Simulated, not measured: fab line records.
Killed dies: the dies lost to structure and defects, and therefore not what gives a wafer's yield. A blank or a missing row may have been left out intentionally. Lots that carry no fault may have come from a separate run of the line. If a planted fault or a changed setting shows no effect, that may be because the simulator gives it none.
Comparing a struck lot with a sound one	flow gf180mcu	27 steps out of a route of 602
Sound: wafers L867.2, L867.3, L867.6. Struck: wafer L858.5. (L858.2, L858.3 of the same lot were not struck and are left out.) The cause comes at the end.
At each step with rows: each side's tool, then ch and its chambers, then its first start. Under that, the readings that differ: sound wafers	struck wafers	difference of the means	sigmas: that difference in standard deviations of wafers without a fault.
alike: same words and numbers on both sides, and readings whose means sit less than 2 such deviations apart. not compared: any withheld reading, any reading some wafer has no value for, any bound like >300 that may hide the same value, and any number with overlapping values for which the record gives no deviation.
The two part at a step that has a row with sigmas, a row that says differs or no value, or rows on one side only. Numbers that have no deviation but don't overlap get no sigmas and don't part them. A reading missing from all wafers of one side parts the sides only when that side holds two or more wafers.

GF_V4_SPUTTER_22: material TiN, target thk 10 nm, time 40 s.
  sound: pvd-sputter-04 at day 29 12:25; struck: pvd-sputter-03 at day 27 06:31
  alike: throttle-valve-pct
then, 1 step without rows for these wafers: GF_V4_CVD_23 (deposits W, target thk 350 nm, time 104.9 s).
GF_V4_RS_MEAS_24: measures by four-point-probe.
  sound: film-metro-04 at day 29 12:35; struck: film-metro-04 at day 27 06:41
  alike: V4_W_RS
GF_V4_THK_MEAS_25: measures by xrf.
  sound: film-metro-04 at day 29 12:42; struck: film-metro-04 at day 27 06:47
  alike: V4_W_THK
GF_V4_CMP_26: polishes, stops on SiO2, t overpolish 15 s, target thk 0 nm.
  sound on cmp-01 ch 0,1,2, day 29 12:54; struck on cmp-02 ch 1, day 27 06:50
reading	sound	struck	difference	sigmas
time-to-endpoint-s (s)	90 90 85	80	-8	-2
  alike: edge-zone-pressure-frac, motor-current-A, overpolish-run-s, slurry-flow-ml-min
GF_MIM_SPUTTER_00: material Ti, target thk 37.5 nm, time 150 s.
  sound: pvd-sputter-02 at day 29 13:09; struck: pvd-sputter-01 at day 27 07:08
  alike: throttle-valve-pct
then, 5 steps without rows for these wafers: GF_MIM_SPUTTER_01 (material TiN, target thk 30 nm, time 25 s); GF_MIM_SPUTTER_02 (material AlCu, target thk 450 nm, time 23.9 s); GF_MIM_SPUTTER_03 (material Ti, target thk 10 nm, time 6.7 s); GF_MIM_SPUTTER_04 (material TiN, target thk 50 nm, time 41.7 s); GF_MIM_CVD_05 (deposits Si3N4, target thk 42 nm, time 29.086 s).
GF_MIM_THK_MEAS_06:
  sound: film-metro-03 at day 29 13:25; struck: film-metro-01 at day 27 07:25
reading	sound	struck	difference	sigmas
MIM_CVD_05_THK (nm)	41.8 42.5 42.5	43.3	+1.0	+2
GF_MIM_SPUTTER_07: material TiN, target thk 60 nm, time 50 s.
  sound: pvd-sputter-03 at day 29 13:28; struck: pvd-sputter-03 at day 27 07:28
reading	sound	struck	difference	sigmas
throttle-valve-pct (%)	27.7 31.2 27.6	31.8	+3.0	+2
model.TiN_of_MIM_SPUTTER_07.thk-nm (nm)	59.65 59.36 58.96	52.64	-6.68	
GF_MIM_SPUTTER_08: material AlCu, target thk 200 nm, time 10.6 s.
  sound: pvd-sputter-03 at day 29 13:31; struck: pvd-sputter-03 at day 27 07:31
reading	sound	struck	difference	sigmas
throttle-valve-pct (%)	27.5 31.3 27.6	31.6	+2.8	+2
then, 1 step without rows for these wafers: GF_MIM_SPUTTER_09 (material TiN, target thk 35 nm, time 29.2 s).
GF_MIM_RS_MEAS_10: measures by four-point-probe.
  sound: film-metro-02 at day 29 13:35; struck: film-metro-03 at day 27 07:35
  alike: MIM_ALCU_RS
GF_MIM_THK_MEAS_11: measures by xrf.
  sound: film-metro-02 at day 29 13:42; struck: film-metro-03 at day 27 07:42
  alike: MIM_ALCU_THK
then, 7 steps without rows for these wafers: GF_MIM_DEHYDRATE_12 (time 60 s); GF_MIM_HMDS_13 (prime time 60 s); GF_MIM_COAT_14 (resist thk 1000 nm); GF_MIM_SOFTBAKE_15 (time 60 s); GF_MIM_EXPOSE_16 (exposes mask FuseTop, target cd 2000 nm); GF_MIM_PEB_17; GF_MIM_DEVELOP_18 (develop time 60 s).
GF_MIM_METAL_ETCH_19: etches the open film in Cl2/BCl3, stops on Si3N4, target depth 324.5 nm, time 54.1 s.
  sound on rie-metal-04 ch 0,1, day 30 07:56; struck on rie-metal-03 ch 0, day 28 03:31
reading	sound	struck	difference	sigmas
oes-product-au (a.u.)	0.941 0.933 0.935	0.918	-0.018	-3
throttle-valve-pct (%)	28.285 28.291 28.280	28.313	+0.028	+3
  alike: bcl3-flow-sccm, drypump-motor-current-A
  not compared: rf-hours-counter-h
GF_MIM_STRIP_20: strips in O2/N2.
  sound on plasma-asher-02 ch 0,1, day 30 08:01; struck on plasma-asher-04 ch 0, day 28 03:35
reading	sound	struck	difference	sigmas
heater-power-w (W)	333 394 345	285	-72	-2
  alike: drypump-motor-current-A, oes-product-au, strip-time-to-endpoint-s
  not compared: rf-hours-counter-h
-- the record jumps here: 3 days lie between the struck wafers' starts before and after (it left off in module MIM and takes up again in module PASSIVATION, whose first step shown is number 602 of the route) --
GF_PASSIVATION_PROBE_99:
  record: rows for the struck wafers here (prober-02, day 31 12:43), none for the sound ones

WHERE THEY PART
Earliest at GF_V4_CMP_26; latest, in this record, at GF_PASSIVATION_PROBE_99.

WHY: whatever the simulator had introduced
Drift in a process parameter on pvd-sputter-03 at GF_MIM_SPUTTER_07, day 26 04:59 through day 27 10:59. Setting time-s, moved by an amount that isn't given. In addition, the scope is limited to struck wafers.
